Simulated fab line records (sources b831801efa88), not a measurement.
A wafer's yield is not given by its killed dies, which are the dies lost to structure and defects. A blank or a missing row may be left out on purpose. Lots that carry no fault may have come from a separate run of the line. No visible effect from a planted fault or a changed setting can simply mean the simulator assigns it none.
Problem report in the 8D (eight disciplines) form, filled by code + flow gf180mcu + the parts of the form that need people (team, actions taken, sign-off) are left out

== 1. THE PROBLEM ==
Wafers without a fault read 2999.9 W, standard deviation 0.5; cathode dc power W at GF_M4_SPUTTER_03 reads a mean of 3286.1 W on 2 wafers belonging to 2 lots. That is +99 or more standard deviations from the usual mean.
The step: material Ti, target thk 10 nm, time 6.7 s.
Seen first at day 28 04:47 on pvd sputter-04, wafer L274.1. At this step, 18 wafers from 6 lots have a number in the record. Rule for "out" (also "out of limits"): further than 4 standard deviations from the usual mean. All remaining wafers that have a number are taken as sound.

== 2. WHAT IT IS, WHAT IT ISN'T ==
| question                    | is                 | is not                                                                         |
|-----------------------------|--------------------|--------------------------------------------------------------------------------|
| which readings at this step | cathode dc power W | throttle valve pct                                                             |
| which lots                  | L274, L275         | L261, L266, L276, L277                                                         |
| which wafers of those lots  | L274.1, L275.4     | L274.3, L274.4, L275.1, L275.2                                                 |
| read on which tools         | pvd sputter-04     | pvd sputter-02, pvd sputter-03                                                 |
| when                        | from day 28 04:47  | up to then (8 sound wafers); but 8 sound wafers of L275, L276, L277 came after |

== 3. THE SUSPECTS, EACH WITH WHAT RULES IT OUT ==
Counting: any tool at a process step up to the reading remains a suspect provided it ran every lot that is out. Sound lots after the first of them don't rule it out here, since some wafers of a struck lot are sound.
- pvd sputter-04 at GF_M4_SPUTTER_01 (material TiN, target thk 30 nm, time 25 s): kept. It processed each lot that is out (first: L274, day 28 04:43); up to then, its last sound lot is L266 (day 25 14:19).
- pvd sputter-04 at GF_M4_SPUTTER_03 (material Ti, target thk 10 nm, time 6.7 s): kept. It processed each lot that is out (first: L274, day 28 04:47); up to then, its last sound lot is L266 (day 25 14:22). Its own readings are out on those wafers: cathode dc power W.
Left after counting: pvd sputter-04 at GF_M4_SPUTTER_01, pvd sputter-04 at GF_M4_SPUTTER_03.

== 4. THE CAUSE (what the simulator had put in) ==
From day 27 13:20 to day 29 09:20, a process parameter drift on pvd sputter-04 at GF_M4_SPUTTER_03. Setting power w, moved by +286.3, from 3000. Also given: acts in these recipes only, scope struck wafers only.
2 suspects survive the count, and this tool is in that group.

== 5. SEQUENCE OF EFFECTS, ordered by route ==
One row per reading whose mean, taken over the struck wafers that have a number, lies over 3 standard deviations from the usual. Scope: only readings with a usual standard deviation given in the record; hours: median across lots of the time from each lot's start at the first step in this table that gives one to its start at this step; sigmas: change in usual standard deviations.
| hours | step             | reading            | usual    | on struck wafers | change | sigmas      |
|-------|------------------|--------------------|----------|------------------|--------|-------------|
| 0     | GF_M4_SPUTTER_03 | cathode dc power W | 2999.9 W | 3286.1           | +286.2 | +99 or more |
The process steps in it:
- GF_M4_SPUTTER_03: material Ti, target thk 10 nm, time 6.7 s.

== 6. WHAT WOULD HAVE CAUGHT IT SOONER ==
First out-of-limits reading in this record: day 28 04:47, which is 15 hours after fault onset at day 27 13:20.
